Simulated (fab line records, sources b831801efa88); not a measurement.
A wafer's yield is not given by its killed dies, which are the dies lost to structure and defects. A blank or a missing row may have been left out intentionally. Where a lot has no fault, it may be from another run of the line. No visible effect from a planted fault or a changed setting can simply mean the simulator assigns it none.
fab line records	flow sky130
record: lots: 6	wafers: 18	lastDay: 49
route steps=708 shown POLY_GATE@218 PAD_OPEN@708
lots that met no fault: from a run of the same line without faults
startH: hours from the record's opening day to when the first of the lot's shown wafers began	waitH: hours from the lot's prior step to this one	" unchanged from the row above	L1.1+2: several wafers, shown together as one row	- no value, or no start given	* or withheld: withheld	< > ~ a bound
route shown NAME@n: names a module that has steps shown in the file, with the first one's number in the route	usual: mean/standard deviation of fault-free wafers	same: alike in all rows	chamber/n: place in a boat	sites: the reading at each site	_std_site: how widely they spread, as a standard deviation	_edge_site: the outer-site mean with the inner-site mean subtracted	radiusMm: for every site, how far away it sits from the centre of the wafer	mask NAME#n: copy n	behind: tool/chamber where the wafer was last shaped	hold: cause of the lot's hold/its duration in hours/its outcome	device: names the non-switching transistor (n, p or np)	end of line: tests of these same wafers at the route's end	where a step has no rows: the recipe by itself	killed: at the first sort, the dies lost to defects and structure; wafer yield is something else	map: shows each die of a wafer: x if killed, . if not, _ if none is there
set.NAME: the setting as run; set.NAME@STEP: as run at that earlier step	model.NAME: the simulator's own value behind a step, which no gauge read
lots seen at some steps along the route; tables by step, rows by wafer
services: a tool's chamber out of use, with start hour (startH, from the record's first day; less than 0 if before it), hours out, and reason
== steps ==
step: SKY_POLY_GATE_THK_MEAS_04
recipe: reads: Si3N4_of_POLY_GATE_CVD_03
usual: POLY_GATE_CVD_03_THK: 75.5/0.75
lot.wafer	tool	chamber	startH	waitH	POLY_GATE_CVD_03_THK[nm]
L931.1	filmMetro-02	-	339.99	0.0	75.8
L931.3	"	-	"	"	75.2
L931.6	"	-	"	"	75.0
L933.3	filmMetro-03	-	366.00	0.0	75.3
L933.4	"	-	"	"	75.1
L933.5	"	-	"	"	75.3
L936.3	filmMetro-03	-	391.56	0.0	75.7
L936.4	"	-	"	"	75.3
L936.6	"	-	"	"	75.3
L937.2	filmMetro-02	-	401.95	0.0	75.9
L937.3	"	-	"	"	75.7
L937.6	"	-	"	"	75.7
L945.1	filmMetro-03	-	467.37	0.0	75.3
L945.2	"	-	"	"	74.7
L945.6	"	-	"	"	74.9
L951.1	filmMetro-02	-	513.22	0.0	74.9
L951.4	"	-	"	"	76.3
L951.6	"	-	"	"	75.5
step: SKY_POLY_GATE_DEHYDRATE_05
recipe: tempC: 200	timeS: 60
step: SKY_POLY_GATE_HMDS_06
recipe: primeTimeS: 60	primeTempC: 120
step: SKY_POLY_GATE_COAT_07
recipe: resist: BARC	tempC: withheld	timeS: withheld	spinRpm: 3000	resistThkNm: 110
step: SKY_POLY_GATE_COAT_08
recipe: resist: KrF-thick	spinRpm: 3000	resistThkNm: 450
step: SKY_POLY_GATE_SOFTBAKE_09
recipe: tempC: 100	timeS: 90	resist: KrF-thick
step: SKY_POLY_GATE_EXPOSE_10
recipe: maskId: P1M	na: 0.68	sourceShape: conventional	sigmaOuter: 0.6	targetCdNm: 150	doseMj: 28
step: SKY_POLY_GATE_PEB_11
recipe: pebTempC: withheld	pebTimeS: withheld	resist: KrF-thick
step: SKY_POLY_GATE_DEVELOP_12
recipe: developTimeS: 60	resist: KrF-thick	devTempC: 21
step: SKY_POLY_GATE_CD_MEAS_13
recipe: targetCdNm: 150
usual: cdNm: 150.5/1.7
lot.wafer	tool	chamber	startH	waitH	cdNm
L931.1	cdSem-02	-	367.83	-	153.3
L931.3	"	-	"	"	153.5
L931.6	"	-	"	"	154.5
L933.3	cdSem-02	-	394.60	-	148.5
L933.4	"	-	"	"	150.2
L933.5	"	-	"	"	148.7
L936.3	cdSem-01	-	421.53	-	148.3
L936.4	"	-	"	"	148.1
L936.6	"	-	"	"	148.7
L937.2	cdSem-01	-	432.18	-	147.3
L937.3	"	-	"	"	147.7
L937.6	"	-	"	"	146.4
L945.1	cdSem-01	-	498.66	-	150.2
L945.2	"	-	"	"	151.4
L945.6	"	-	"	"	150.8
L951.1	cdSem-02	-	543.48	-	152.7
L951.4	"	-	"	"	154.0
L951.6	"	-	"	"	152.6
step: SKY_POLY_GATE_OVL_MEAS_14
usual: POLY_GATE_OVL: -3/6
lot.wafer	tool	chamber	startH	waitH	POLY_GATE_OVL[nm]
L931.1	overlay-01	-	367.95	0.1	-11
L931.3	"	-	"	"	-6
L931.6	"	-	"	"	-9
L933.3	overlay-01	-	394.70	0.1	3
L933.4	"	-	"	"	0
L933.5	"	-	"	"	1
L936.3	overlay-01	-	421.63	0.1	-4
L936.4	"	-	"	"	-2
L936.6	"	-	"	"	-1
L937.2	overlay-02	-	432.29	0.1	0
L937.3	"	-	"	"	1
L937.6	"	-	"	"	-2
L945.1	overlay-02	-	498.78	0.1	2
L945.2	"	-	"	"	-2
L945.6	"	-	"	"	0
L951.1	overlay-02	-	543.60	0.1	11
L951.4	"	-	"	"	11
L951.6	"	-	"	"	5
step: SKY_POLY_GATE_ETCH_15
recipe: chemistry: N2/H2	target: BARC	ionEnergyEv: 200	sourceW: 500	biasW: 100	pressureMtorr: 30	n2FlowSccm: 100	h2FlowSccm: 200	stopOn: SiO2	timeS: 118.5	targetDepthA: 1100
usual: drypumpMotorCurrentA: 5.8/0.31	oesProductAu: 0.717/0.0046	runLengthS: 146.8/0.51	throttleValvePct: 13.213/0.009
lot.wafer	tool	chamber	startH	waitH	drypumpMotorCurrentA	oesProductAu	rfHoursCounterH	runLengthS	throttleValvePct
L931.1	rieDiel-03	3	367.99	0.0	5.2	0.717	107	145.9	13.227
L931.3	"	0	"	"	6.1	0.718	14	146.8	13.212
L931.6	"	3	"	"	5.2	0.725	-	145.8	13.219
L933.3	rieDiel-02	0	394.72	0.0	5.7	0.715	1	146.6	13.223
L933.4	"	2	"	"	5.7	0.717	13	146.7	13.212
L933.5	"	3	"	"	6.2	0.711	-	146.4	13.221
L936.3	rieDiel-02	3	421.65	0.0	6.2	0.717	4	146.2	13.224
L936.4	"	0	"	"	5.7	0.726	2	146.9	13.223
L936.6	"	1	"	"	6.0	0.715	-	147.7	13.209
L937.2	rieDiel-02	3	432.32	0.0	6.2	0.721	5	146.3	13.232
L937.3	"	0	"	"	5.7	0.723	2	146.6	13.216
L937.6	"	2	"	"	5.7	0.716	-	146.8	13.210
L945.1	rieDiel-03	0	498.82	0.0	6.1	0.718	16	147.1	13.205
L945.2	"	3	"	"	5.2	0.718	2	146.4	13.213
L945.6	"	2	"	"	6.0	0.721	-	146.9	13.221
L951.1	rieDiel-01	1	543.64	0.0	5.4	0.718	16	146.8	13.215
L951.4	"	3	"	"	6.0	0.718	65	147.1	13.216
L951.6	"	0	"	"	5.5	0.711	-	146.7	13.207
step: SKY_POLY_GATE_ETCH_16
recipe: stopOn: poly-Si	chemistry: CH3F/O2	target: Si3N4	sourceW: 400	biasW: 80	pressureMtorr: 25	ch3fFlowSccm: 40	O2_flow_sccm: 30	timeS: 147.5	targetDepthA: 750
usual: drypumpMotorCurrentA: 5.8/0.31	oesProductAu: 0.642/0.0053	runLengthS: 175.9/0.53	throttleValvePct: 10.536/0.0092
lot.wafer	tool	chamber	startH	waitH	drypumpMotorCurrentA	oesProductAu	rfHoursCounterH	runLengthS	throttleValvePct	model.KrF-thick_of_POLY_GATE_COAT_08.thkNm
L931.1	rieDiel-03	3	368.07	0.0	5.2	0.646	107	174.9	10.530	232.9
L931.3	"	0	"	"	6.1	0.634	14	175.8	10.545	232.8
L931.6	"	3	"	"	5.2	0.638	-	174.8	10.545	231.3
L933.3	rieDiel-02	0	394.80	0.0	5.7	0.645	1	175.7	10.534	233.8
L933.4	"	2	"	"	5.7	0.642	13	175.8	10.529	229.2
L933.5	"	3	"	"	6.2	0.646	-	175.4	10.532	230.3
L936.3	rieDiel-02	3	421.73	0.0	6.2	0.663	5	169.6	10.535	234.8
L936.4	"	0	"	"	5.7	0.655	2	169.8	10.531	237.5
L936.6	"	1	"	"	6.0	0.661	-	170.5	10.549	239
L937.2	rieDiel-02	3	432.40	0.0	6.2	0.669	5	169.1	10.524	235.9
L937.3	"	0	"	"	5.7	0.656	2	170.2	10.546	239.2
L937.6	"	2	"	"	5.7	0.666	-	170.1	10.554	234.2
L945.1	rieDiel-03	0	498.90	0.0	6.1	0.641	17	176.0	10.541	235.1
L945.2	"	3	"	"	5.2	0.635	2	174.9	10.549	232.4
L945.6	"	2	"	"	6.0	0.642	-	175.5	10.529	232.8
L951.1	rieDiel-01	1	543.72	0.0	5.4	0.639	16	175.9	10.535	230.1
L951.4	"	3	"	"	6.0	0.642	65	176.1	10.529	233.4
L951.6	"	0	"	"	5.6	0.640	-	175.6	10.531	231.8
step: SKY_POLY_GATE_ETCH_17
recipe: targetDepthNm: 180	stopOn: SiO2	overEtchFrac: 0.56667	chemistry: HBr/Cl2	target: poly-Si	icpW: 400	biasW: 100	pressureMtorr: 10	HBr_flow_sccm: 150	Cl2_flow_sccm: 50	timeS: 70.5
usual: drypumpMotorCurrentA: 5.75/0.24	oesProductAu: 0.986/0.0072	runLengthS: 99.0/0.43	throttleValvePct: 33.684/0.0099
lot.wafer	tool	chamber	startH	waitH	drypumpMotorCurrentA	oesProductAu	rfHoursCounterH	runLengthS	throttleValvePct	model.KrF-thick_of_POLY_GATE_COAT_08.thkNm
L931.1	rieSi-01	2	368.17	0.0	5.69	0.976	0	99.7	33.688	140.1
L931.3	"	2	"	"	5.75	0.982	-	99.3	33.677	139.1
L931.6	"	2	"	"	5.72	0.978	-	99.3	33.673	137.8
L933.3	rieSi-02	3	394.90	0.0	5.73	0.991	6	99.1	33.688	140
L933.4	"	2	"	"	6.06	0.989	19	99.4	33.686	134.9
L933.5	"	1	"	"	5.40	0.997	-	99.2	33.687	135.4
L936.3	rieSi-02	2	421.83	0.1	6.07	0.991	20	99.1	33.679	140.2
L936.4	"	0	"	"	5.68	0.989	72	99.1	33.696	143.5
L936.6	"	1	"	"	5.41	0.993	-	99.0	33.689	144.7
L937.2	rieSi-02	3	432.50	0.1	5.70	0.985	6	99.4	33.687	142.9
L937.3	"	1	"	"	5.40	0.991	34	99.2	33.681	145.5
L937.6	"	2	"	"	6.03	0.983	-	99.0	33.690	140.1
L945.1	rieSi-01	3	499.00	0.0	5.42	0.998	0	99.0	33.697	139.8
L945.2	"	1	"	"	6.11	0.991	26	98.4	33.675	138
L945.6	"	1	"	"	6.07	0.996	-	98.1	33.691	138.4
L951.1	rieSi-01	3	543.82	0.0	5.39	0.991	1	99.2	33.682	135.3
L951.4	"	2	"	"	5.75	0.988	2	99.9	33.667	140.1
L951.6	"	0	"	"	5.89	0.992	-	98.8	33.693	136.5
step: SKY_POLY_GATE_STRIP_18
recipe: chemistry: O2/N2	powerW: 1400	pressureMtorr: 1500	platenTempC: withheld	o2FlowSccm: 3000	n2FlowSccm: 300	overashFraction: 0.5
usual: drypumpMotorCurrentA: 5.5/0.52	oesProductAu: 0.360/0.0048	stripTimeToEndpointS: 3.160/0.03
lot.wafer	tool	chamber	startH	waitH	drypumpMotorCurrentA	oesProductAu	rfHoursCounterH	stripTimeToEndpointS
L931.1	plasmaAsher-01	0	368.25	0.1	5.7	0.368	25	3.169
L931.3	"	1	"	"	5.6	0.362	-	3.178
L931.6	"	1	"	"	5.6	0.357	-	3.138
L933.3	plasmaAsher-01	0	394.99	0.1	5.7	0.365	-	3.147
L933.4	"	1	"	"	5.6	0.356	-	3.090
L933.5	"	1	"	"	5.6	0.351	-	3.114
L936.3	plasmaAsher-04	0	421.92	0.1	6.2	0.360	-	3.168
L936.4	"	1	"	"	4.8	0.357	-	3.199
L936.6	"	0	"	"	6.2	0.361	-	3.218
L937.2	plasmaAsher-01	0	432.56	0.0	5.7	0.371	32	3.191
L937.3	"	0	"	"	5.7	0.359	-	3.216
L937.6	"	1	"	"	5.6	0.357	-	3.184
L945.1	plasmaAsher-04	0	499.06	0.0	6.2	0.357	68	3.171
L945.2	"	1	"	"	4.8	0.362	68	3.156
L945.6	"	0	"	"	6.2	0.362	-	3.143
L951.1	plasmaAsher-04	0	543.87	0.0	6.2	0.360	72	3.114
L951.4	"	1	"	"	4.8	0.359	-	3.152
L951.6	"	0	"	"	6.2	0.360	-	3.124
step: SKY_PAD_OPEN_PROBE_99
usual: killed_at_M0_to_M3: 43/7.2	killed_at_M4_up: 3.0/2	killedAtContacts: 24/5.5	killedAtFrontEnd: 15/4.2	killedAtOther: 0.3/0.51	killedDies: 85/10	killedOpen: 46/7.3	killedShort: 38/6.4
same: grossDies: 492	killedAtBackSide: 0
lot.wafer	tool	chamber	startH	waitH	killed_at_M0_to_M3	killed_at_M4_up	killedAtContacts	killedAtFrontEnd	killedAtOther	killedDies	killedOpen	killedShort
L931.1	prober-02	-	1076.18	0.1	50	2	19	7	1	79	43	36
L931.3	prober-02	-	1076.28	0.2	38	6	19	11	0	74	46	28
L931.6	prober-02	-	1076.43	0.2	50	5	23	13	1	92	51	41
L933.3	prober-02	-	1093.48	0.2	48	6	26	17	0	97	46	51
L933.4	prober-02	-	1093.53	0.2	39	4	25	14	0	82	47	35
L933.5	prober-02	-	1093.58	0.2	40	6	21	19	1	87	46	41
L936.3	prober-01	-	1114.94	0.2	48	3	32	8	0	91	52	39
L936.4	prober-01	-	1114.99	0.2	27	1	31	12	0	71	40	31
L936.6	prober-01	-	1115.09	0.2	45	5	28	23	0	101	45	56
L937.2	prober-02	-	1120.75	0.1	37	4	26	16	0	83	37	46
L937.3	prober-02	-	1120.80	0.2	40	4	29	17	0	90	48	42
L937.6	prober-02	-	1120.95	0.2	28	3	20	17	0	68	35	33
L945.1	prober-01	-	1162.95	0.1	37	4	15	16	0	72	47	25
L945.2	prober-01	-	1163.00	0.1	50	2	24	19	0	95	50	45
L945.6	prober-01	-	1163.20	0.2	45	1	22	9	1	78	38	40
L951.1	prober-01	-	1187.18	0.1	38	3	27	17	0	85	44	41
L951.4	prober-01	-	1187.33	0.2	34	3	19	12	1	69	40	29
L951.6	prober-01	-	1187.43	0.2	43	2	20	15	0	80	44	36
killed by level:class
L931.1 VIA1:geometricParticle:open=10 METAL1:geometricParticle:short=8 LI_CONTACT:geometricParticle:open=8 VIA2:geometricParticle:open=8 VIA3:geometricParticle:open=7 METAL2:geometricParticle:short=6 VIA1:geometricParticle:short=4 FIELD_ISO:geometricParticle:open=3
L931.3 VIA3:geometricParticle:open=10 VIA1:geometricParticle:open=9 LI_CONTACT:geometricParticle:open=7 CONTACT:geometricParticle:open=6 METAL1:geometricParticle:short=6 FIELD_ISO:geometricParticle:open=5 CONTACT:geometricParticle:short=4 VIA2:geometricParticle:short=4
L931.6 CONTACT:geometricParticle:open=10 VIA1:geometricParticle:open=9 METAL1:geometricParticle:short=8 VIA3:geometricParticle:open=7 VIA1:geometricParticle:short=6 VIA2:geometricParticle:open=6 POLY_GATE:geometricParticle:open=4 LI_CONTACT:geometricParticle:short=4
L933.3 VIA3:geometricParticle:open=11 LI_CONTACT:geometricParticle:open=9 VIA2:geometricParticle:open=9 FIELD_ISO:geometricParticle:short=8 CONTACT:geometricParticle:open=7 VIA3:geometricParticle:short=7 VIA2:geometricParticle:short=6 POLY_GATE:geometricParticle:short=5
L933.4 LI_CONTACT:geometricParticle:open=9 VIA3:geometricParticle:open=9 CONTACT:geometricParticle:open=9 VIA1:geometricParticle:open=6 VIA2:geometricParticle:open=5 LOCAL_INTERCONNECT:geometricParticle:short=4 VIA3:geometricParticle:short=4 METAL4:geometricParticle:short=4
L933.5 METAL2:geometricParticle:short=11 VIA3:geometricParticle:open=10 FIELD_ISO:geometricParticle:open=7 CONTACT:geometricParticle:open=7 VIA2:geometricParticle:open=7 LOCAL_INTERCONNECT:geometricParticle:short=6 FIELD_ISO:geometricParticle:short=4 VIA1:geometricParticle:open=4
L936.3 VIA1:geometricParticle:open=10 VIA2:geometricParticle:open=10 LI_CONTACT:geometricParticle:open=8 CONTACT:geometricParticle:open=8 VIA3:geometricParticle:open=7 LOCAL_INTERCONNECT:geometricParticle:short=6 CONTACT:geometricParticle:short=5 VIA3:geometricParticle:short=5
L936.4 CONTACT:geometricParticle:open=13 LI_CONTACT:geometricParticle:open=8 VIA1:geometricParticle:open=6 CONTACT:geometricParticle:short=5 METAL1:geometricParticle:short=5 VIA2:geometricParticle:open=5 FIELD_ISO:geometricParticle:short=4 FIELD_ISO:geometricParticle:open=3
L936.6 METAL1:geometricParticle:short=10 CONTACT:geometricParticle:open=8 FIELD_ISO:geometricParticle:short=7 FIELD_ISO:geometricParticle:open=7 VIA1:geometricParticle:open=7 LI_CONTACT:geometricParticle:open=6 LOCAL_INTERCONNECT:geometricParticle:short=6 VIA3:geometricParticle:short=5
L937.2 CONTACT:geometricParticle:open=8 METAL1:geometricParticle:short=7 VIA3:geometricParticle:open=7 CONTACT:geometricParticle:short=6 FIELD_ISO:geometricParticle:short=5 LI_CONTACT:geometricParticle:open=5 POLY_GATE:geometricParticle:short=5 LOCAL_INTERCONNECT:geometricParticle:short=5
L937.3 LI_CONTACT:geometricParticle:open=10 VIA2:geometricParticle:open=10 CONTACT:geometricParticle:open=9 METAL2:geometricParticle:short=6 VIA1:geometricParticle:open=6 POLY_GATE:geometricParticle:short=5 CONTACT:geometricParticle:short=5 METAL1:geometricParticle:short=5
L937.6 CONTACT:geometricParticle:open=9 POLY_GATE:geometricParticle:open=7 CONTACT:geometricParticle:short=6 VIA2:geometricParticle:open=6 FIELD_ISO:geometricParticle:short=5 METAL1:geometricParticle:short=4 VIA1:geometricParticle:open=4 LOCAL_INTERCONNECT:geometricParticle:short=3
L945.1 VIA1:geometricParticle:open=8 VIA2:geometricParticle:open=8 CONTACT:geometricParticle:open=7 LI_CONTACT:geometricParticle:open=6 METAL1:geometricParticle:short=6 VIA3:geometricParticle:open=6 POLY_GATE:geometricParticle:open=5 FIELD_ISO:geometricParticle:open=4
L945.2 VIA1:geometricParticle:open=14 VIA3:geometricParticle:open=8 METAL2:geometricParticle:short=7 CONTACT:geometricParticle:open=6 LOCAL_INTERCONNECT:geometricParticle:short=6 POLY_GATE:geometricParticle:open=5 CONTACT:geometricParticle:short=5 VIA3:geometricParticle:short=5
L945.6 VIA3:geometricParticle:open=9 VIA1:geometricParticle:open=7 LOCAL_INTERCONNECT:geometricParticle:short=7 LI_CONTACT:geometricParticle:open=5 METAL1:geometricParticle:short=5 CONTACT:geometricParticle:open=5 METAL2:geometricParticle:short=5 VIA2:geometricParticle:short=5
L951.1 CONTACT:geometricParticle:open=11 VIA1:geometricParticle:open=9 VIA3:geometricParticle:open=7 POLY_GATE:geometricParticle:open=6 POLY_GATE:geometricParticle:short=5 CONTACT:geometricParticle:short=5 VIA3:geometricParticle:short=5 METAL2:geometricParticle:short=5
L951.4 VIA1:geometricParticle:open=7 VIA3:geometricParticle:open=7 METAL2:geometricParticle:short=6 LI_CONTACT:geometricParticle:open=5 LOCAL_INTERCONNECT:geometricParticle:short=5 CONTACT:geometricParticle:open=5 VIA2:geometricParticle:open=4 FIELD_ISO:geometricParticle:open=3
L951.6 VIA3:geometricParticle:open=8 CONTACT:geometricParticle:open=6 CONTACT:geometricParticle:short=6 METAL1:geometricParticle:short=6 METAL2:geometricParticle:short=6 VIA2:geometricParticle:open=6 POLY_GATE:geometricParticle:open=5 LI_CONTACT:geometricParticle:open=5
== services ==
tool	chamber	startH	hours	kind
rieSi-02	-	363.23	0.7	repair
rieSi-02	0	365.34	5.8	repair
rieSi-01	1	367.16	5.9	repair
rieDiel-02	3	367.22	5.9	repair
rieDiel-03	1	382.16	7.6	repair
rieDiel-03	-	397.20	0.4	repair
rieDiel-03	1	405.00	4.2	repair
plasmaAsher-04	-	414.44	2.8	pm
rieDiel-03	3	416.93	-	clean
rieDiel-03	3	416.93	11.5	scheduledDown
plasmaAsher-01	-	418.91	2.3	repair
rieSi-01	3	419.73	38.8	repair
rieDiel-03	-	422.79	2.8	pm
rieSi-01	-	425.04	15.6	pm
rieDiel-02	-	430.79	0.7	repair
plasmaAsher-04	-	441.30	0.4	repair
rieDiel-03	1	442.85	3.8	repair
rieDiel-01	2	444.78	4.5	repair
rieDiel-03	0	480.96	4.8	repair
rieDiel-01	-	487.24	54.0	repair
rieDiel-03	-	502.09	0.9	repair
rieDiel-02	-	527.59	0.2	repair
rieDiel-03	1	531.28	1.7	repair
rieDiel-02	3	541.71	14.7	repair
== key ==
firstSign: step: SKY_POLY_GATE_ETCH_16	reading: runLengthS	direction: down	sigmas: 11	usual: *	struck: *
effect: step: SKY_POLY_GATE_ETCH_16	reading: oesProductAu	direction: up	sigmas: 3.6	usual: 0.642	struck: 0.662
modelEffect: step: SKY_POLY_GATE_ETCH_16	value: KrF-thick_of_POLY_GATE_COAT_08.thkNm	without: 232.2	struck: 236.8
modelEffect: step: SKY_POLY_GATE_ETCH_17	value: KrF-thick_of_POLY_GATE_COAT_08.thkNm	without: 138.3	struck: 142.8
metAt SKY_POLY_GATE_ETCH_16
struckWafers L936.3,L936.4,L936.6,L937.2,L937.3,L937.6
testerLeftOut L936,L937
onsetBetween 394.80 421.73
fault: kind: processParameterDrift	tool: rieDiel-02	chamber: -	onsetH: 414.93	steps: SKY_POLY_GATE_ETCH_16	channel: timeS	offset: *	shape: step	endH: 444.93	actsIn: *	stated: *
testerLeftOut: of these lots the tester's yield and bins aren't shown, on N5 and GAA mostly nor the transistor test; their killed dies are dies lost to structure and defects alone, not to doping, threshold or leakage, so they don't give the yield
